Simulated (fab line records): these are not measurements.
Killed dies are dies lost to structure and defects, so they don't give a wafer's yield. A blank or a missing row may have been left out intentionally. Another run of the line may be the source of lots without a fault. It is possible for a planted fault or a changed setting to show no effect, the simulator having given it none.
Commonality check across tools / flow gf180mcu / Sample size 11 lots and 33 wafers

## REASON FOR OPENING
Of 11 lots, 3 have the reading V1_CVD_02_THK flagged at GF_V1_THK_MEAS_03. No-fault wafers: 854 nm, standard deviation 14.
Rule: a lot is flagged in two cases, either no wafer of it has a number, or all its wafers with numbers fall more than 4 standard deviations from that mean. The rest of the lots are taken to be sound.

lot=L833; measured=day 17 03:37; on=film-metro-02; V1_CVD_02_THK (nm), wafer by wafer=853 851 861; flag=
lot=L834; measured=day 18 04:52; on=film-metro-04; V1_CVD_02_THK (nm), wafer by wafer=847 856 841; flag=
lot=L839; measured=day 19 04:59; on=film-metro-02; V1_CVD_02_THK (nm), wafer by wafer=838 822 836; flag=
lot=L841; measured=day 19 22:22; on=film-metro-01; V1_CVD_02_THK (nm), wafer by wafer=857 871 872; flag=
lot=L845; measured=day 21 10:05; on=film-metro-04; V1_CVD_02_THK (nm), wafer by wafer=853 867 859; flag=
lot=L847; measured=day 22 05:08; on=film-metro-02; V1_CVD_02_THK (nm), wafer by wafer=934 937 951; flag=FLAGGED
lot=L848; measured=day 22 11:08; on=film-metro-04; V1_CVD_02_THK (nm), wafer by wafer=928 933 944; flag=FLAGGED
lot=L849; measured=day 22 20:03; on=film-metro-04; V1_CVD_02_THK (nm), wafer by wafer=942 941 949; flag=FLAGGED
lot=L853; measured=day 24 09:04; on=film-metro-04; V1_CVD_02_THK (nm), wafer by wafer=830 851 858; flag=
lot=L855; measured=day 24 19:40; on=film-metro-02; V1_CVD_02_THK (nm), wafer by wafer=828 842 851; flag=
lot=L856; measured=day 25 03:44; on=film-metro-02; V1_CVD_02_THK (nm), wafer by wafer=840 864 866; flag=
On average the flagged lots' numbers are 940 nm, which is +86 nm against the usual, or +6 standard deviations.

## LOT BY LOT: THE TOOL USED
Before the reading, the record contains 3 process steps out of a 602-step route. Cell contents, in order: the tool; ch with the chambers the sampled wafers went through; the start.
lot=L833; flag=; GF_CONTACT_SPUTTER_22=pvd-sputter-03, day 16 02:58; GF_M1_METAL_ETCH_16=rie-metal-04 ch 0,1, day 17 02:45; GF_V1_CVD_02=pecvd-04 ch 0,2, day 17 03:33
lot=L834; flag=; GF_CONTACT_SPUTTER_22=pvd-sputter-04, day 17 03:46; GF_M1_METAL_ETCH_16=rie-metal-04 ch 0,1, day 18 04:00; GF_V1_CVD_02=pecvd-01 ch 0,2, day 18 04:48
lot=L839; flag=; GF_CONTACT_SPUTTER_22=pvd-sputter-02, day 18 02:47; GF_M1_METAL_ETCH_16=rie-metal-04 ch 0, day 19 04:06; GF_V1_CVD_02=pecvd-01 ch 0,1,2, day 19 04:54
lot=L841; flag=; GF_CONTACT_SPUTTER_22=pvd-sputter-03, day 18 20:08; GF_M1_METAL_ETCH_16=rie-metal-03 ch 0,1, day 19 21:30; GF_V1_CVD_02=pecvd-04 ch 0,1, day 19 22:17
lot=L845; flag=; GF_CONTACT_SPUTTER_22=pvd-sputter-02, day 20 08:17; GF_M1_METAL_ETCH_16=rie-metal-03 ch 0,1, day 21 09:14; GF_V1_CVD_02=pecvd-02 ch 0,1, day 21 10:01
lot=L847; flag=FLAGGED; GF_CONTACT_SPUTTER_22=pvd-sputter-02, day 21 03:43; GF_M1_METAL_ETCH_16=rie-metal-01 ch 0,1, day 22 04:14; GF_V1_CVD_02=pecvd-04 ch 0,1, day 22 05:04
lot=L848; flag=FLAGGED; GF_CONTACT_SPUTTER_22=pvd-sputter-02, day 21 09:54; GF_M1_METAL_ETCH_16=rie-metal-04 ch 0,1, day 22 10:08; GF_V1_CVD_02=pecvd-04 ch 0,1, day 22 11:03
lot=L849; flag=FLAGGED; GF_CONTACT_SPUTTER_22=pvd-sputter-02, day 21 19:40; GF_M1_METAL_ETCH_16=rie-metal-04 ch 0,1, day 22 19:08; GF_V1_CVD_02=pecvd-04 ch 0,1, day 22 19:58
lot=L853; flag=; GF_CONTACT_SPUTTER_22=pvd-sputter-02, day 23 08:31; GF_M1_METAL_ETCH_16=rie-metal-04 ch 0,1, day 24 08:08; GF_V1_CVD_02=pecvd-01 ch 1,2, day 24 08:57
lot=L855; flag=; GF_CONTACT_SPUTTER_22=pvd-sputter-03, day 23 19:45; GF_M1_METAL_ETCH_16=rie-metal-01 ch 0, day 24 18:38; GF_V1_CVD_02=pecvd-01 ch 1,2, day 24 19:34
lot=L856; flag=; GF_CONTACT_SPUTTER_22=pvd-sputter-03, day 24 02:41; GF_M1_METAL_ETCH_16=rie-metal-04 ch 0,1, day 25 02:44; GF_V1_CVD_02=pecvd-04 ch 0,1,2, day 25 03:40
These steps, and what they do:
- GF_CONTACT_SPUTTER_22: material Ti, target thk 15 nm, time 80.02 s.
- GF_M1_METAL_ETCH_16: etches the open film in Cl2/BCl3, stops on SiO2, target depth 750.8 nm, time 125.1 s.
- GF_V1_CVD_02: deposits SiO2 from TEOS, target thk 850 nm, time 94.851 s.
- GF_V1_THK_MEAS_03

## FLAGGED AGAINST TOTAL, ONE TOOL AT A TIME (gauges that did the reading follow at the end)
step=GF_CONTACT_SPUTTER_22; tool=pvd-sputter-02; lots run=6; flagged=3; share of the flagged lots=all; sound lots run after its first flagged lot=1 (L853)
step=GF_CONTACT_SPUTTER_22; tool=pvd-sputter-03; lots run=4; flagged=0; share of the flagged lots=none; sound lots run after its first flagged lot=-
step=GF_CONTACT_SPUTTER_22; tool=pvd-sputter-04; lots run=1; flagged=0; share of the flagged lots=none; sound lots run after its first flagged lot=-
step=GF_M1_METAL_ETCH_16; tool=rie-metal-01; lots run=2; flagged=1; share of the flagged lots=some; sound lots run after its first flagged lot=1 (L855)
step=GF_M1_METAL_ETCH_16; tool=rie-metal-03; lots run=2; flagged=0; share of the flagged lots=none; sound lots run after its first flagged lot=-
step=GF_M1_METAL_ETCH_16; tool=rie-metal-04; lots run=7; flagged=2; share of the flagged lots=some; sound lots run after its first flagged lot=2 (L853,L856)
step=GF_V1_CVD_02; tool=pecvd-01; lots run=4; flagged=0; share of the flagged lots=none; sound lots run after its first flagged lot=-
step=GF_V1_CVD_02; tool=pecvd-02; lots run=1; flagged=0; share of the flagged lots=none; sound lots run after its first flagged lot=-
step=GF_V1_CVD_02; tool=pecvd-04; lots run=6; flagged=3; share of the flagged lots=all; sound lots run after its first flagged lot=1 (L856)
step=GF_V1_THK_MEAS_03; tool=film-metro-01; lots run=1; flagged=0; share of the flagged lots=none; sound lots run after its first flagged lot=-
step=GF_V1_THK_MEAS_03; tool=film-metro-02; lots run=5; flagged=1; share of the flagged lots=some; sound lots run after its first flagged lot=2 (L855,L856)
step=GF_V1_THK_MEAS_03; tool=film-metro-04; lots run=5; flagged=2; share of the flagged lots=some; sound lots run after its first flagged lot=1 (L853)

## WHAT IS ALLOWED BY THE TABLE
Rows of the table that ran all the flagged lots, 2 in number: pvd-sputter-02 at GF_CONTACT_SPUTTER_22; pecvd-04 at GF_V1_CVD_02.
- pvd-sputter-02 at GF_CONTACT_SPUTTER_22: 3 of its 6 lots flagged. Sound lots followed the first flagged one (L853) on it, something a lasting fault affecting the whole tool could not allow.
- pecvd-04 at GF_V1_CVD_02: 3 of its 6 lots flagged. Sound lots followed the first flagged one (L856) on it, something a lasting fault affecting the whole tool could not allow. Its own readings lie more than 4 standard deviations out on every wafer of the flagged lots: rf-fwd-power-W.
No row of the table ran every flagged lot and no sound lot after the first.

## WHAT THE SIMULATOR PUT IN
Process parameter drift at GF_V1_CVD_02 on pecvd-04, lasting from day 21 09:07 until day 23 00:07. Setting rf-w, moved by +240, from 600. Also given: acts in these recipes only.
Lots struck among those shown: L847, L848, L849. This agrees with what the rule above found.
